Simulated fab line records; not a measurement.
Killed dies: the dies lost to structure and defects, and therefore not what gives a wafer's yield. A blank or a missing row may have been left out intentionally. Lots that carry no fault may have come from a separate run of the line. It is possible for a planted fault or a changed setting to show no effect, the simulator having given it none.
fab line records || flow gf180mcu || part 2 of 2: steps 30 to 40 of 40
record {"lots": 5, "wafers": 15, "last_day": 34}
route steps=602 shown SAB@276 SALICIDE@278 CONTACT@287 M1@315
lots that met no fault: from a run of the same line without faults
start_h: the number of hours between the record's first day and the start of the first shown wafer of the lot || wait_h: time in hours since the lot's previous step || " identical to the entry in the row above || L1.1+2: a single row standing in for several wafers || - either no value or no given start || * or withheld: withheld || < > ~ a bound
route shown NAME@n: NAME is a module with steps in the file, n the number in the route of the first one || usual: mean and standard deviation over wafers with no fault || same: alike in all rows || chamber/n: place in a boat || sites: each site's reading || _std_site: standard deviation across them || _edge_site: inner sites' mean taken away from outer sites' mean || radius_mm: how far each site lies from the wafer's centre || mask NAME#n: copy n || behind: the tool/chamber that last shaped the wafer || hold: why the lot was held/for how many hours/how that ended || device: which transistor (n, p or np) failed to switch || end of line: tests run on the same wafers once the route is complete || a step given without rows: its recipe and nothing more || killed: dies that structure and defects cost at the first sort, which is not the same as the wafer's yield || map: dies across one wafer; x = killed, . = not, _ = none there
set.NAME: the setting that was run; set.NAME@STEP: the one run at that earlier step || model.NAME: the simulator's own value behind a step, which no gauge read
lots seen at some steps along the route; tables by step, rows by wafer
services: the hour from which a tool's chamber was out of use, counted from the record's first day as start_h (under 0 if before that day), plus the number of hours and why
## steps
# step GF_CONTACT_STRIP_18
# recipe {"chemistry": "O2/N2", "power_w": 1400, "pressure_mtorr": 1500, "platen_temp_c": 250, "o2_flow_sccm": 3000, "n2_flow_sccm": 300, "overash_fraction": 0.5}
# usual {"drypump_motor_current_A": "5.7/0.45", "heater_power_w": "325/22", "oes_product_au": "0.580/0.0048"}
{"lot.wafer": "L077.1", "tool": "plasma_asher-04", "chamber": 0, "start_h": 391.47, "wait_h": "-", "drypump_motor_current_A": 6.2, "heater_power_w": 322, "oes_product_au": 0.580, "rf_hours_counter_h": 71}
{"lot.wafer": "L077.4", "tool": "plasma_asher-04", "chamber": 1, "start_h": 391.47, "wait_h": "-", "drypump_motor_current_A": 6.2, "heater_power_w": 330, "oes_product_au": 0.584, "rf_hours_counter_h": "-"}
{"lot.wafer": "L077.6", "tool": "plasma_asher-04", "chamber": 1, "start_h": 391.47, "wait_h": "-", "drypump_motor_current_A": 6.2, "heater_power_w": 332, "oes_product_au": 0.582, "rf_hours_counter_h": "-"}
{"lot.wafer": "L081.1", "tool": "plasma_asher-02", "chamber": 1, "start_h": 424.92, "wait_h": "-", "drypump_motor_current_A": 5.2, "heater_power_w": 321, "oes_product_au": 0.582, "rf_hours_counter_h": 32}
{"lot.wafer": "L081.3", "tool": "plasma_asher-02", "chamber": 1, "start_h": 424.92, "wait_h": "-", "drypump_motor_current_A": 5.1, "heater_power_w": 310, "oes_product_au": 0.581, "rf_hours_counter_h": "-"}
{"lot.wafer": "L081.5", "tool": "plasma_asher-02", "chamber": 1, "start_h": 424.92, "wait_h": "-", "drypump_motor_current_A": 5.2, "heater_power_w": 310, "oes_product_au": 0.575, "rf_hours_counter_h": "-"}
{"lot.wafer": "L083.2", "tool": "plasma_asher-02", "chamber": 1, "start_h": 444.12, "wait_h": "-", "drypump_motor_current_A": 5.2, "heater_power_w": 322, "oes_product_au": 0.577, "rf_hours_counter_h": 34}
{"lot.wafer": "L083.3", "tool": "plasma_asher-02", "chamber": 1, "start_h": 444.12, "wait_h": "-", "drypump_motor_current_A": 5.1, "heater_power_w": 316, "oes_product_au": 0.581, "rf_hours_counter_h": "-"}
{"lot.wafer": "L083.5", "tool": "plasma_asher-02", "chamber": 0, "start_h": 444.12, "wait_h": "-", "drypump_motor_current_A": 5.4, "heater_power_w": 294, "oes_product_au": 0.595, "rf_hours_counter_h": "-"}
{"lot.wafer": "L091.1", "tool": "plasma_asher-02", "chamber": 1, "start_h": 520.09, "wait_h": "-", "drypump_motor_current_A": 5.2, "heater_power_w": 316, "oes_product_au": 0.577, "rf_hours_counter_h": 41}
{"lot.wafer": "L091.2", "tool": "plasma_asher-02", "chamber": 0, "start_h": 520.09, "wait_h": "-", "drypump_motor_current_A": 5.4, "heater_power_w": 289, "oes_product_au": 0.581, "rf_hours_counter_h": 41}
{"lot.wafer": "L091.5", "tool": "plasma_asher-02", "chamber": 1, "start_h": 520.09, "wait_h": "-", "drypump_motor_current_A": 5.2, "heater_power_w": 317, "oes_product_au": 0.589, "rf_hours_counter_h": "-"}
{"lot.wafer": "L096.3", "tool": "plasma_asher-04", "chamber": 1, "start_h": 548.55, "wait_h": "-", "drypump_motor_current_A": 6.2, "heater_power_w": 323, "oes_product_au": 0.578, "rf_hours_counter_h": "-"}
{"lot.wafer": "L096.5", "tool": "plasma_asher-04", "chamber": 0, "start_h": 548.55, "wait_h": "-", "drypump_motor_current_A": 6.2, "heater_power_w": 326, "oes_product_au": 0.586, "rf_hours_counter_h": "-"}
{"lot.wafer": "L096.6", "tool": "plasma_asher-04", "chamber": 1, "start_h": 548.55, "wait_h": "-", "drypump_motor_current_A": 6.2, "heater_power_w": 315, "oes_product_au": 0.583, "rf_hours_counter_h": "-"}
# step GF_CONTACT_CLEAN_19
# recipe {"chemistry": "SPM"}
{"lot.wafer": "L077.1+4+6", "tool": "wet_bench-03", "chamber": 1, "start_h": 391.57, "wait_h": 0.1}
{"lot.wafer": "L081.1+3+5", "tool": "wet_bench-02", "chamber": 2, "start_h": 425.02, "wait_h": 0.1}
{"lot.wafer": "L083.2+3+5", "tool": "wet_bench-03", "chamber": 1, "start_h": 444.22, "wait_h": 0.1}
{"lot.wafer": "L091.1+2+5", "tool": "wet_bench-01", "chamber": 1, "start_h": 520.19, "wait_h": 0.1}
{"lot.wafer": "L096.3+5+6", "tool": "wet_bench-03", "chamber": 2, "start_h": 548.62, "wait_h": 0.0}
# step GF_CONTACT_CLEAN_20
# recipe {"chemistry": "DIW"}
{"lot.wafer": "L077.1+4+6", "tool": "wet_bench-02", "chamber": 2, "start_h": 391.66, "wait_h": 0.0}
{"lot.wafer": "L081.1+3+5", "tool": "wet_bench-02", "chamber": 0, "start_h": 425.11, "wait_h": 0.0}
{"lot.wafer": "L083.2+3+5", "tool": "wet_bench-02", "chamber": 3, "start_h": 444.31, "wait_h": 0.0}
{"lot.wafer": "L091.1+2+5", "tool": "wet_bench-02", "chamber": 3, "start_h": 520.29, "wait_h": 0.0}
{"lot.wafer": "L096.3+5+6", "tool": "wet_bench-02", "chamber": 1, "start_h": 548.71, "wait_h": 0.0}
# step GF_CONTACT_CLEAN_21
# recipe {"chemistry": "dHF", "time_s": 20, "dilution": "100:1", "dry": "ipa_marangoni"}
{"lot.wafer": "L077.1+4+6", "tool": "wet_bench-01", "chamber": 1, "start_h": 391.76, "wait_h": 0.0}
{"lot.wafer": "L081.1+3+5", "tool": "wet_bench-03", "chamber": 0, "start_h": 425.21, "wait_h": 0.0}
{"lot.wafer": "L083.2+3+5", "tool": "wet_bench-01", "chamber": 2, "start_h": 444.40, "wait_h": 0.0}
{"lot.wafer": "L091.1+2+5", "tool": "wet_bench-03", "chamber": 0, "start_h": 520.39, "wait_h": 0.0}
{"lot.wafer": "L096.3+5+6", "tool": "wet_bench-03", "chamber": 3, "start_h": 548.80, "wait_h": 0.0}
# step GF_CONTACT_SPUTTER_22
# recipe {"material": "Ti", "target_thk_nm": 15, "chamber_pressure_pa": 5, "power_w": 2500, "substrate_temp_c": 200, "time_s": 80.02}
# usual {"throttle_valve_pct": "30.2/1.4"}
{"lot.wafer": "L077.1", "tool": "pvd_sputter-02", "chamber": "-", "start_h": 391.77, "wait_h": 0.0, "throttle_valve_pct": 31.3}
{"lot.wafer": "L077.4", "tool": "pvd_sputter-02", "chamber": "-", "start_h": 391.77, "wait_h": 0.0, "throttle_valve_pct": 30.8}
{"lot.wafer": "L077.6", "tool": "pvd_sputter-02", "chamber": "-", "start_h": 391.77, "wait_h": 0.0, "throttle_valve_pct": 30.7}
{"lot.wafer": "L081.1", "tool": "pvd_sputter-03", "chamber": "-", "start_h": 425.22, "wait_h": 0.0, "throttle_valve_pct": 30.0}
{"lot.wafer": "L081.3", "tool": "pvd_sputter-03", "chamber": "-", "start_h": 425.22, "wait_h": 0.0, "throttle_valve_pct": 30.9}
{"lot.wafer": "L081.5", "tool": "pvd_sputter-03", "chamber": "-", "start_h": 425.22, "wait_h": 0.0, "throttle_valve_pct": 29.3}
{"lot.wafer": "L083.2", "tool": "pvd_sputter-01", "chamber": "-", "start_h": 444.42, "wait_h": 0.0, "throttle_valve_pct": 28.4}
{"lot.wafer": "L083.3", "tool": "pvd_sputter-01", "chamber": "-", "start_h": 444.42, "wait_h": 0.0, "throttle_valve_pct": 29.1}
{"lot.wafer": "L083.5", "tool": "pvd_sputter-01", "chamber": "-", "start_h": 444.42, "wait_h": 0.0, "throttle_valve_pct": 31.4}
{"lot.wafer": "L091.1", "tool": "pvd_sputter-03", "chamber": "-", "start_h": 520.41, "wait_h": 0.0, "throttle_valve_pct": 30.6}
{"lot.wafer": "L091.2", "tool": "pvd_sputter-03", "chamber": "-", "start_h": 520.41, "wait_h": 0.0, "throttle_valve_pct": 29.9}
{"lot.wafer": "L091.5", "tool": "pvd_sputter-03", "chamber": "-", "start_h": 520.41, "wait_h": 0.0, "throttle_valve_pct": 32.5}
{"lot.wafer": "L096.3", "tool": "pvd_sputter-03", "chamber": "-", "start_h": 548.82, "wait_h": 0.0, "throttle_valve_pct": 32.7}
{"lot.wafer": "L096.5", "tool": "pvd_sputter-03", "chamber": "-", "start_h": 548.82, "wait_h": 0.0, "throttle_valve_pct": 29.1}
{"lot.wafer": "L096.6", "tool": "pvd_sputter-03", "chamber": "-", "start_h": 548.82, "wait_h": 0.0, "throttle_valve_pct": 32.7}
# step GF_CONTACT_SPUTTER_23
# recipe {"material": "TiN", "target_thk_nm": 10, "chamber_pressure_pa": 5, "power_w": 4000, "time_s": 40}
# usual {"throttle_valve_pct": "30.2/1.4"}
{"lot.wafer": "L077.1", "tool": "pvd_sputter-02", "chamber": "-", "start_h": 391.83, "wait_h": 0.0, "throttle_valve_pct": 31.4}
{"lot.wafer": "L077.4", "tool": "pvd_sputter-02", "chamber": "-", "start_h": 391.83, "wait_h": 0.0, "throttle_valve_pct": 31.0}
{"lot.wafer": "L077.6", "tool": "pvd_sputter-02", "chamber": "-", "start_h": 391.83, "wait_h": 0.0, "throttle_valve_pct": 30.9}
{"lot.wafer": "L081.1", "tool": "pvd_sputter-03", "chamber": "-", "start_h": 425.28, "wait_h": 0.0, "throttle_valve_pct": 30.0}
{"lot.wafer": "L081.3", "tool": "pvd_sputter-03", "chamber": "-", "start_h": 425.28, "wait_h": 0.0, "throttle_valve_pct": 30.8}
{"lot.wafer": "L081.5", "tool": "pvd_sputter-03", "chamber": "-", "start_h": 425.28, "wait_h": 0.0, "throttle_valve_pct": 29.0}
{"lot.wafer": "L083.2", "tool": "pvd_sputter-01", "chamber": "-", "start_h": 444.48, "wait_h": 0.0, "throttle_valve_pct": 28.4}
{"lot.wafer": "L083.3", "tool": "pvd_sputter-01", "chamber": "-", "start_h": 444.48, "wait_h": 0.0, "throttle_valve_pct": 29.3}
{"lot.wafer": "L083.5", "tool": "pvd_sputter-01", "chamber": "-", "start_h": 444.48, "wait_h": 0.0, "throttle_valve_pct": 31.3}
{"lot.wafer": "L091.1", "tool": "pvd_sputter-03", "chamber": "-", "start_h": 520.47, "wait_h": 0.0, "throttle_valve_pct": 30.7}
{"lot.wafer": "L091.2", "tool": "pvd_sputter-03", "chamber": "-", "start_h": 520.47, "wait_h": 0.0, "throttle_valve_pct": 30.0}
{"lot.wafer": "L091.5", "tool": "pvd_sputter-03", "chamber": "-", "start_h": 520.47, "wait_h": 0.0, "throttle_valve_pct": 32.6}
{"lot.wafer": "L096.3", "tool": "pvd_sputter-03", "chamber": "-", "start_h": 548.88, "wait_h": 0.0, "throttle_valve_pct": 32.7}
{"lot.wafer": "L096.5", "tool": "pvd_sputter-03", "chamber": "-", "start_h": 548.88, "wait_h": 0.0, "throttle_valve_pct": 28.9}
{"lot.wafer": "L096.6", "tool": "pvd_sputter-03", "chamber": "-", "start_h": 548.88, "wait_h": 0.0, "throttle_valve_pct": 32.7}
# step GF_CONTACT_CVD_24
# recipe {"material": "W", "target_thk_nm": 300, "time_s": 90.339, "temp_c": 400, "pressure_torr": 40}
# usual {"heater_power_w": "966/81"}
{"lot.wafer": "L077.1", "tool": "cvd_w-02", "chamber": 1, "start_h": 391.87, "wait_h": 0.0, "heater_power_w": 1041}
{"lot.wafer": "L077.4", "tool": "cvd_w-02", "chamber": 0, "start_h": 391.87, "wait_h": 0.0, "heater_power_w": 934}
{"lot.wafer": "L077.6", "tool": "cvd_w-02", "chamber": 0, "start_h": 391.87, "wait_h": 0.0, "heater_power_w": 959}
{"lot.wafer": "L081.1", "tool": "cvd_w-02", "chamber": 0, "start_h": 425.32, "wait_h": 0.0, "heater_power_w": 954}
{"lot.wafer": "L081.3", "tool": "cvd_w-02", "chamber": 1, "start_h": 425.32, "wait_h": 0.0, "heater_power_w": 1024}
{"lot.wafer": "L081.5", "tool": "cvd_w-02", "chamber": 0, "start_h": 425.32, "wait_h": 0.0, "heater_power_w": 934}
{"lot.wafer": "L083.2", "tool": "cvd_w-02", "chamber": 0, "start_h": 444.52, "wait_h": 0.0, "heater_power_w": 980}
{"lot.wafer": "L083.3", "tool": "cvd_w-02", "chamber": 0, "start_h": 444.52, "wait_h": 0.0, "heater_power_w": 961}
{"lot.wafer": "L083.5", "tool": "cvd_w-02", "chamber": 0, "start_h": 444.52, "wait_h": 0.0, "heater_power_w": 947}
{"lot.wafer": "L091.1", "tool": "cvd_w-01", "chamber": 1, "start_h": 520.51, "wait_h": 0.0, "heater_power_w": 799}
{"lot.wafer": "L091.2", "tool": "cvd_w-01", "chamber": 0, "start_h": 520.51, "wait_h": 0.0, "heater_power_w": 980}
{"lot.wafer": "L091.5", "tool": "cvd_w-01", "chamber": 0, "start_h": 520.51, "wait_h": 0.0, "heater_power_w": 979}
{"lot.wafer": "L096.3", "tool": "cvd_w-02", "chamber": 1, "start_h": 548.95, "wait_h": 0.1, "heater_power_w": 1058}
{"lot.wafer": "L096.5", "tool": "cvd_w-02", "chamber": 0, "start_h": 548.95, "wait_h": 0.1, "heater_power_w": 964}
{"lot.wafer": "L096.6", "tool": "cvd_w-02", "chamber": 1, "start_h": 548.95, "wait_h": 0.1, "heater_power_w": 1038}
# step GF_CONTACT_RS_MEAS_25
# recipe {"thk_meas_gauge": "four-point-probe", "reads": "W_of_CONTACT_CVD_24+TiN_of_CONTACT_SPUTTER_23+Ti_of_CONTACT_SPUTTER_22"}
# usual {"CONTACT_W_RS": "0.382/0.0044"}
{"lot.wafer": "L077.1", "tool": "film_metro-01", "chamber": "-", "start_h": 391.97, "wait_h": 0.1, "CONTACT_W_RS[ohm/sq]": 0.379}
{"lot.wafer": "L077.4", "tool": "film_metro-01", "chamber": "-", "start_h": 391.97, "wait_h": 0.1, "CONTACT_W_RS[ohm/sq]": 0.380}
{"lot.wafer": "L077.6", "tool": "film_metro-01", "chamber": "-", "start_h": 391.97, "wait_h": 0.1, "CONTACT_W_RS[ohm/sq]": 0.376}
{"lot.wafer": "L081.1", "tool": "film_metro-02", "chamber": "-", "start_h": 425.42, "wait_h": 0.1, "CONTACT_W_RS[ohm/sq]": 0.381}
{"lot.wafer": "L081.3", "tool": "film_metro-02", "chamber": "-", "start_h": 425.42, "wait_h": 0.1, "CONTACT_W_RS[ohm/sq]": 0.388}
{"lot.wafer": "L081.5", "tool": "film_metro-02", "chamber": "-", "start_h": 425.42, "wait_h": 0.1, "CONTACT_W_RS[ohm/sq]": 0.381}
{"lot.wafer": "L083.2", "tool": "film_metro-04", "chamber": "-", "start_h": 444.64, "wait_h": 0.1, "CONTACT_W_RS[ohm/sq]": 0.382}
{"lot.wafer": "L083.3", "tool": "film_metro-04", "chamber": "-", "start_h": 444.64, "wait_h": 0.1, "CONTACT_W_RS[ohm/sq]": 0.376}
{"lot.wafer": "L083.5", "tool": "film_metro-04", "chamber": "-", "start_h": 444.64, "wait_h": 0.1, "CONTACT_W_RS[ohm/sq]": 0.377}
{"lot.wafer": "L091.1", "tool": "film_metro-04", "chamber": "-", "start_h": 520.61, "wait_h": 0.1, "CONTACT_W_RS[ohm/sq]": 0.391}
{"lot.wafer": "L091.2", "tool": "film_metro-04", "chamber": "-", "start_h": 520.61, "wait_h": 0.1, "CONTACT_W_RS[ohm/sq]": 0.387}
{"lot.wafer": "L091.5", "tool": "film_metro-04", "chamber": "-", "start_h": 520.61, "wait_h": 0.1, "CONTACT_W_RS[ohm/sq]": 0.384}
{"lot.wafer": "L096.3", "tool": "film_metro-02", "chamber": "-", "start_h": 549.06, "wait_h": 0.1, "CONTACT_W_RS[ohm/sq]": 0.383}
{"lot.wafer": "L096.5", "tool": "film_metro-02", "chamber": "-", "start_h": 549.06, "wait_h": 0.1, "CONTACT_W_RS[ohm/sq]": 0.384}
{"lot.wafer": "L096.6", "tool": "film_metro-02", "chamber": "-", "start_h": 549.06, "wait_h": 0.1, "CONTACT_W_RS[ohm/sq]": 0.384}
# step GF_CONTACT_THK_MEAS_26
# recipe {"thk_meas_gauge": "xrf", "reads": "W_of_CONTACT_CVD_24"}
# usual {"CONTACT_W_THK": "303/4.6"}
{"lot.wafer": "L077.1", "tool": "film_metro-01", "chamber": "-", "start_h": 392.09, "wait_h": 0.1, "CONTACT_W_THK[nm]": 307}
{"lot.wafer": "L077.4", "tool": "film_metro-01", "chamber": "-", "start_h": 392.09, "wait_h": 0.1, "CONTACT_W_THK[nm]": 308}
{"lot.wafer": "L077.6", "tool": "film_metro-01", "chamber": "-", "start_h": 392.09, "wait_h": 0.1, "CONTACT_W_THK[nm]": 311}
{"lot.wafer": "L081.1", "tool": "film_metro-02", "chamber": "-", "start_h": 425.54, "wait_h": 0.1, "CONTACT_W_THK[nm]": 301}
{"lot.wafer": "L081.3", "tool": "film_metro-02", "chamber": "-", "start_h": 425.54, "wait_h": 0.1, "CONTACT_W_THK[nm]": 299}
{"lot.wafer": "L081.5", "tool": "film_metro-02", "chamber": "-", "start_h": 425.54, "wait_h": 0.1, "CONTACT_W_THK[nm]": 302}
{"lot.wafer": "L083.2", "tool": "film_metro-04", "chamber": "-", "start_h": 444.75, "wait_h": 0.1, "CONTACT_W_THK[nm]": 301}
{"lot.wafer": "L083.3", "tool": "film_metro-04", "chamber": "-", "start_h": 444.75, "wait_h": 0.1, "CONTACT_W_THK[nm]": 306}
{"lot.wafer": "L083.5", "tool": "film_metro-04", "chamber": "-", "start_h": 444.75, "wait_h": 0.1, "CONTACT_W_THK[nm]": 304}
{"lot.wafer": "L091.1", "tool": "film_metro-04", "chamber": "-", "start_h": 520.73, "wait_h": 0.1, "CONTACT_W_THK[nm]": 294}
{"lot.wafer": "L091.2", "tool": "film_metro-04", "chamber": "-", "start_h": 520.73, "wait_h": 0.1, "CONTACT_W_THK[nm]": 298}
{"lot.wafer": "L091.5", "tool": "film_metro-04", "chamber": "-", "start_h": 520.73, "wait_h": 0.1, "CONTACT_W_THK[nm]": 301}
{"lot.wafer": "L096.3", "tool": "film_metro-02", "chamber": "-", "start_h": 549.16, "wait_h": 0.1, "CONTACT_W_THK[nm]": 299}
{"lot.wafer": "L096.5", "tool": "film_metro-02", "chamber": "-", "start_h": 549.16, "wait_h": 0.1, "CONTACT_W_THK[nm]": 300}
{"lot.wafer": "L096.6", "tool": "film_metro-02", "chamber": "-", "start_h": 549.16, "wait_h": 0.1, "CONTACT_W_THK[nm]": 298}
# step GF_CONTACT_CMP_27
# recipe {"stop_on": "SiO2", "down_force_psi": 3.5, "platen_rpm": 60, "t_overpolish_s": 13.57, "target_thk_nm": 0, "pad_velocity_m_s": 0.94248}
# usual {"motor_current_A": "10.9/0.9", "overpolish_run_s": "13.570/0.0098", "platen_rpm": "60.00/0.043", "time_to_endpoint_s": "73/3.9"}
{"lot.wafer": "L077.1", "tool": "cmp-02", "chamber": 3, "start_h": 392.20, "wait_h": 0.1, "motor_current_A": 11.4, "overpolish_run_s": 13.565, "platen_rpm": 60.06, "time_to_endpoint_s": 70}
{"lot.wafer": "L077.4", "tool": "cmp-02", "chamber": 1, "start_h": 392.20, "wait_h": 0.1, "motor_current_A": 11.2, "overpolish_run_s": 13.565, "platen_rpm": 59.97, "time_to_endpoint_s": 72}
{"lot.wafer": "L077.6", "tool": "cmp-02", "chamber": 2, "start_h": 392.20, "wait_h": 0.1, "motor_current_A": 10.4, "overpolish_run_s": 13.582, "platen_rpm": 60.05, "time_to_endpoint_s": 70}
{"lot.wafer": "L081.3", "tool": "cmp-01", "chamber": 2, "start_h": 425.70, "wait_h": 0.1, "motor_current_A": 9.1, "overpolish_run_s": 13.581, "platen_rpm": 59.91, "time_to_endpoint_s": 82}
{"lot.wafer": "L081.1", "tool": "cmp-01", "chamber": 3, "start_h": 425.70, "wait_h": 0.1, "motor_current_A": 12.1, "overpolish_run_s": 13.567, "platen_rpm": 59.99, "time_to_endpoint_s": 80}
{"lot.wafer": "L081.5", "tool": "cmp-01", "chamber": 1, "start_h": 425.70, "wait_h": 0.1, "motor_current_A": 9.7, "overpolish_run_s": 13.558, "platen_rpm": 60.00, "time_to_endpoint_s": 81}
{"lot.wafer": "L083.3", "tool": "cmp-02", "chamber": 2, "start_h": 444.80, "wait_h": 0.0, "motor_current_A": 10.2, "overpolish_run_s": 13.560, "platen_rpm": 59.95, "time_to_endpoint_s": 74}
{"lot.wafer": "L083.2", "tool": "cmp-02", "chamber": 0, "start_h": 444.80, "wait_h": 0.0, "motor_current_A": 11.6, "overpolish_run_s": 13.582, "platen_rpm": 59.99, "time_to_endpoint_s": 70}
{"lot.wafer": "L083.5", "tool": "cmp-02", "chamber": 2, "start_h": 444.80, "wait_h": 0.0, "motor_current_A": 10.1, "overpolish_run_s": 13.563, "platen_rpm": 59.97, "time_to_endpoint_s": 72}
{"lot.wafer": "L091.2", "tool": "cmp-01", "chamber": 1, "start_h": 521.15, "wait_h": 0.4, "motor_current_A": 10.2, "overpolish_run_s": 13.582, "platen_rpm": 59.97, "time_to_endpoint_s": 74}
{"lot.wafer": "L091.1", "tool": "cmp-01", "chamber": 2, "start_h": 521.15, "wait_h": 0.4, "motor_current_A": 9.0, "overpolish_run_s": 13.576, "platen_rpm": 59.95, "time_to_endpoint_s": 71}
{"lot.wafer": "L091.5", "tool": "cmp-01", "chamber": 1, "start_h": 521.15, "wait_h": 0.4, "motor_current_A": 10.1, "overpolish_run_s": 13.556, "platen_rpm": 60.01, "time_to_endpoint_s": 75}
{"lot.wafer": "L096.3", "tool": "cmp-01", "chamber": 1, "start_h": 549.35, "wait_h": 0.2, "motor_current_A": 9.8, "overpolish_run_s": 13.589, "platen_rpm": 60.03, "time_to_endpoint_s": 72}
{"lot.wafer": "L096.6", "tool": "cmp-01", "chamber": 2, "start_h": 549.35, "wait_h": 0.2, "motor_current_A": 8.9, "overpolish_run_s": 13.576, "platen_rpm": 60.06, "time_to_endpoint_s": 74}
{"lot.wafer": "L096.5", "tool": "cmp-01", "chamber": 3, "start_h": 549.35, "wait_h": 0.2, "motor_current_A": 12.6, "overpolish_run_s": 13.556, "platen_rpm": 60.05, "time_to_endpoint_s": 73}
# step GF_M1_SPUTTER_00
# recipe {"material": "Ti", "target_thk_nm": 37.5, "arriving_ion_energy_ev": 80, "substrate_temp_c": 200, "chamber_pressure_pa": 2, "power_w": 4000, "time_s": 150}
# usual {"throttle_valve_pct": "30.4/1"}
{"lot.wafer": "L077.1", "tool": "pvd_sputter-04", "chamber": "-", "start_h": 392.45, "wait_h": 0.2, "throttle_valve_pct": 29.3}
{"lot.wafer": "L077.4", "tool": "pvd_sputter-04", "chamber": "-", "start_h": 392.45, "wait_h": 0.2, "throttle_valve_pct": 31.3}
{"lot.wafer": "L077.6", "tool": "pvd_sputter-04", "chamber": "-", "start_h": 392.45, "wait_h": 0.2, "throttle_valve_pct": 30.8}
{"lot.wafer": "L081.1", "tool": "pvd_sputter-04", "chamber": "-", "start_h": 425.90, "wait_h": 0.1, "throttle_valve_pct": 29.1}
{"lot.wafer": "L081.3", "tool": "pvd_sputter-04", "chamber": "-", "start_h": 425.90, "wait_h": 0.1, "throttle_valve_pct": 29.2}
{"lot.wafer": "L081.5", "tool": "pvd_sputter-04", "chamber": "-", "start_h": 425.90, "wait_h": 0.1, "throttle_valve_pct": 29.3}
{"lot.wafer": "L083.2", "tool": "pvd_sputter-04", "chamber": "-", "start_h": 445.10, "wait_h": 0.1, "throttle_valve_pct": 29.0}
{"lot.wafer": "L083.3", "tool": "pvd_sputter-04", "chamber": "-", "start_h": 445.10, "wait_h": 0.1, "throttle_valve_pct": 30.4}
{"lot.wafer": "L083.5", "tool": "pvd_sputter-04", "chamber": "-", "start_h": 445.10, "wait_h": 0.1, "throttle_valve_pct": 29.0}
{"lot.wafer": "L091.1", "tool": "pvd_sputter-03", "chamber": "-", "start_h": 521.40, "wait_h": 0.1, "throttle_valve_pct": 29.5}
{"lot.wafer": "L091.2", "tool": "pvd_sputter-03", "chamber": "-", "start_h": 521.40, "wait_h": 0.1, "throttle_valve_pct": 30.2}
{"lot.wafer": "L091.5", "tool": "pvd_sputter-03", "chamber": "-", "start_h": 521.40, "wait_h": 0.1, "throttle_valve_pct": 32.6}
{"lot.wafer": "L096.3", "tool": "pvd_sputter-04", "chamber": "-", "start_h": 549.50, "wait_h": 0.1, "throttle_valve_pct": 31.1}
{"lot.wafer": "L096.5", "tool": "pvd_sputter-04", "chamber": "-", "start_h": 549.50, "wait_h": 0.1, "throttle_valve_pct": 29.2}
{"lot.wafer": "L096.6", "tool": "pvd_sputter-04", "chamber": "-", "start_h": 549.50, "wait_h": 0.1, "throttle_valve_pct": 31.3}
## services
{"tool": "rie_diel-04", "chamber": 3, "start_h": 352.07, "hours": 2.7, "kind": "repair"}
{"tool": "rie_diel-03", "chamber": "-", "start_h": 358.07, "hours": 1.8, "kind": "repair"}
{"tool": "rie_diel-03", "chamber": 0, "start_h": 363.55, "hours": 12.0, "kind": "repair"}
{"tool": "pvd_sputter-03", "chamber": "-", "start_h": 366.71, "hours": 6.5, "kind": "repair"}
{"tool": "pvd_sputter-01", "chamber": "-", "start_h": 378.06, "hours": 2.6, "kind": "repair"}
{"tool": "rtp_anneal-02", "chamber": "-", "start_h": 383.48, "hours": 4.0, "kind": "pm"}
{"tool": "cmp-01", "chamber": "-", "start_h": 406.50, "hours": 4.0, "kind": "pm"}
{"tool": "pvd_sputter-04", "chamber": "-", "start_h": 406.74, "hours": 17.9, "kind": "repair"}
{"tool": "pvd_sputter-03", "chamber": "-", "start_h": 409.86, "hours": 6.9, "kind": "repair"}
{"tool": "rtp_anneal-01", "chamber": "-", "start_h": 412.71, "hours": 6.6, "kind": "pm"}
{"tool": "wet_bench-01", "chamber": "-", "start_h": 412.72, "hours": 1.1, "kind": "repair"}
{"tool": "pvd_sputter-01", "chamber": "-", "start_h": 414.42, "hours": 2.7, "kind": "repair"}
{"tool": "wet_bench-01", "chamber": "-", "start_h": 416.58, "hours": 18.0, "kind": "repair"}
{"tool": "rie_diel-03", "chamber": 3, "start_h": 419.49, "hours": 11.9, "kind": "repair"}
{"tool": "pvd_sputter-03", "chamber": "-", "start_h": 442.34, "hours": 5.4, "kind": "repair"}
{"tool": "cmp-01", "chamber": "-", "start_h": 476.99, "hours": 5.2, "kind": "pm"}
{"tool": "wet_bench-02", "chamber": "-", "start_h": 479.93, "hours": 1.9, "kind": "pm"}
{"tool": "pvd_sputter-04", "chamber": "-", "start_h": 480.66, "hours": 2.1, "kind": "repair"}
{"tool": "pvd_sputter-04", "chamber": "-", "start_h": 483.31, "hours": 7.4, "kind": "repair"}
{"tool": "cmp-01", "chamber": "-", "start_h": 485.75, "hours": 0.3, "kind": "repair"}
{"tool": "wet_bench-01", "chamber": "-", "start_h": 488.78, "hours": 2.0, "kind": "repair"}
{"tool": "cmp-01", "chamber": "-", "start_h": 502.60, "hours": 2.2, "kind": "repair"}
{"tool": "pvd_sputter-04", "chamber": "-", "start_h": 517.86, "hours": 4.6, "kind": "repair"}
{"tool": "pvd_sputter-04", "chamber": "-", "start_h": 525.73, "hours": 5.1, "kind": "repair"}
